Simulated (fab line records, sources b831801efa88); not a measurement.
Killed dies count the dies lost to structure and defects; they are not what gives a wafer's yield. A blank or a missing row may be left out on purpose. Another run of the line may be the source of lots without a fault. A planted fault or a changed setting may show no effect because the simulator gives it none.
A lot that was struck, set against a sound lot :: flow sky130 :: 32 out of 708 route steps
Sound: these wafers, L569.1, L569.2, L569.6. The struck wafers were L587.2, L587.4, L587.5. Last of all comes the cause.
Each step with rows lists, per side, the tool, then ch with its chambers, then its first start. Under that, the readings that differ: sound wafers :: struck wafers :: difference of the means :: sigmas: that difference in standard deviations of wafers without a fault.
alike: readings whose means differ by less than 2 such deviations, and words and numbers that are the same on both sides. not compared: withheld readings, readings that some wafer has no value for, bounds like >300 that may hide the same value, and numbers for which the record gives no deviation and whose values overlap.
A row with sigmas, a row that says differs or no value, or rows on one side alone: a step with any of these is where the two part. Non-overlapping numbers with no deviation appear without sigmas and do not part them. A reading that every wafer of one side lacks parts them only if that side has two wafers or more.

SKY_PWDE_OVL_MEAS_07:
  sound: overlay-01 at day 5 09:08; struck: overlay-02 at day 8 21:37
  alike: PWDE_OVL
next, for these wafers, 1 step has no rows: SKY_PWDE_IMPLANT_08.
SKY_PWDE_STRIP_09: strips in O2/N2.
  sound on plasma asher-01 ch 0,1, day 5 09:19; struck on plasma asher-01 ch 0,1, day 8 21:48
  alike: drypump motor current A, oes product au, strip time to endpoint s
  not compared: rf hours counter h
SKY_PWDE_TW_MEAS_10:
  sound: film metro-04 at day 5 09:25; struck: film metro-03 at day 8 21:55
  alike: PWDE_TW
then, 7 steps without rows for these wafers: SKY_NWELL_DEHYDRATE_03 (time 60 s); SKY_NWELL_HMDS_04 (prime time 60 s); SKY_NWELL_COAT_05 (resist thk 3000 nm); SKY_NWELL_SOFTBAKE_06; SKY_NWELL_EXPOSE_07 (exposes mask NWM, target cd 840 nm); SKY_NWELL_PEB_08; SKY_NWELL_DEVELOP_09 (develop time 60 s).
SKY_NWELL_OVL_MEAS_10:
  sound: overlay-02 at day 6 03:35; struck: overlay-02 at day 9 20:17
  alike: NWELL_00_OVL
SKY_NWELL_IMPLANT_11:
  sound on implanter-03 ch 0, day 6 03:37; struck on implanter-01 ch 0, day 9 20:20
reading: dose ions cm2
sound: 1.8999e+13 1.8971e+13 1.9e+13
struck: 1.3651e+13 1.361e+13 1.3653e+13
difference: -5.3520e+12
sigmas: -99 or more

reading: faraday current uA
sound: 108.9 109.2 106.3
struck: 74.6 77.4 77.5
difference: -31.6
sigmas: -15
then, 2 steps without rows for these wafers: SKY_NWELL_IMPLANT_12; SKY_NWELL_IMPLANT_13.
SKY_NWELL_STRIP_14: strips in O2/N2.
  sound on plasma asher-04 ch 0,1, day 6 04:04; struck on plasma asher-01 ch 0,1, day 9 20:46
  alike: drypump motor current A, oes product au, strip time to endpoint s
  not compared: rf hours counter h
SKY_NWELL_TW_MEAS_15:
  sound: film metro-02 at day 6 04:10; struck: film metro-04 at day 9 20:52
reading: NWELL_TW
sound: 1822 1826 1818
struck: 1647 1645 1645
difference: -176
sigmas: -14
then, 7 steps without rows for these wafers: SKY_NWELL_DEHYDRATE_16 (time 60 s); SKY_NWELL_HMDS_17 (prime time 60 s); SKY_NWELL_COAT_18 (resist thk 3000 nm); SKY_NWELL_SOFTBAKE_19; SKY_NWELL_EXPOSE_20 (exposes mask NWM COMPLEMENT, target cd 840 nm); SKY_NWELL_PEB_21; SKY_NWELL_DEVELOP_22 (develop time 60 s).
SKY_NWELL_OVL_MEAS_23:
  sound: overlay-01 at day 6 23:40; struck: overlay-02 at day 10 18:53
reading: NWELL_01_OVL (nm)
sound: 1.0 0.8 -0.2
struck: 5.1 4.5 2.6
difference: +3.5
sigmas: +2
next, for these wafers, 1 step has no rows: SKY_NWELL_IMPLANT_24.
SKY_NWELL_STRIP_25: strips in O2/N2.
  sound on plasma asher-02 ch 0,1, day 6 23:51; struck on plasma asher-01 ch 0,1, day 10 19:04
  alike: drypump motor current A, oes product au, strip time to endpoint s
  not compared: rf hours counter h
SKY_NWELL_TW_MEAS_26:
  sound: film metro-02 at day 6 23:57; struck: film metro-02 at day 10 19:11
  alike: NWELL_2_TW
then, 1 step without rows for these wafers: SKY_NWELL_CLEAN_27 (cleans in SC1/SC2, time 150 s).
SKY_NWELL_RTA_28: time 30 s.
  sound on rtp anneal-02 ch 0, day 7 00:04; struck on rtp anneal-01 ch 0, day 10 19:17
  alike: chamber o2 ppm, lamp power pct, wafer_temp_C_max
SKY_NWELL_RS_MEAS_29: measures by four-point-probe.
  sound: film metro-04 at day 7 00:10; struck: film metro-02 at day 10 19:24
reading: NWELL_RS (ohm/sq)
sound: 621.1 622.5 621.9
struck: 746.6 749.5 748.7
difference: +126.4
sigmas: +79
-- the record jumps here: 40 days lie between the struck wafers' starts before and after (it left off in module NWELL and takes up again in module PAD_OPEN, whose first step shown is number 708 of the route) --
SKY_PAD_OPEN_PROBE_99:
  sound: prober-01 at day 47 09:05; struck: prober-01 at day 50 14:59
reading: model.etest.nfet_16v.r on ohm um
sound: 1.354e+04 1.363e+04 1.35e+04
struck: 1.5e+04 1.482e+04 1.471e+04
difference: +1.3e+03
sigmas: 

reading: model.etest.res nwell.line ohm um
sound: 1097 1135 1131
struck: 1494 1444 1441
difference: +339
sigmas: 

reading: model.etest.res nwell.rs ohm sq
sound: 956.5 968.6 975.3
struck: 1180 1167 1142
difference: +196
sigmas: 

reading: model.etest.tip_p_5v.rs ohm sq
sound: 2841 2869 2838
struck: 2807 2794 2800
difference: -49
sigmas: 

reading: model.etest.res nwell.width nm (nm)
sound: 848.4 854.3 848.8
struck: 802.5 802 801.9
difference: -48.4
sigmas: 

reading: model.etest.res iso pwell.width nm (nm)
sound: 2628 2633 2632
struck: 2668 2670 2684
difference: +43
sigmas: 

reading: model.etest.pfet_16v.drive ua um
sound: 251.9 250.4 251.6
struck: 271.4 272.1 277.1
difference: +22.2
sigmas: 
  alike: killed_at_M0_to_M3, killed_at_M4_up, killed at contacts, killed at front end, killed at other, killed dies, killed on rim, killed open, killed short
  not compared: model.etest.res nwell.rs ohm sq range

== WHERE THEY PART ==
First at SKY_NWELL_IMPLANT_11; last, within this record, at SKY_NWELL_RS_MEAS_29. Later steps at which nothing parts them and some readings are alike: SKY_PAD_OPEN_PROBE_99.

WHY: the cause the simulator had injected
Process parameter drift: implanter-01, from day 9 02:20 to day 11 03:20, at SKY_NWELL_IMPLANT_11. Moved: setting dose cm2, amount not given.
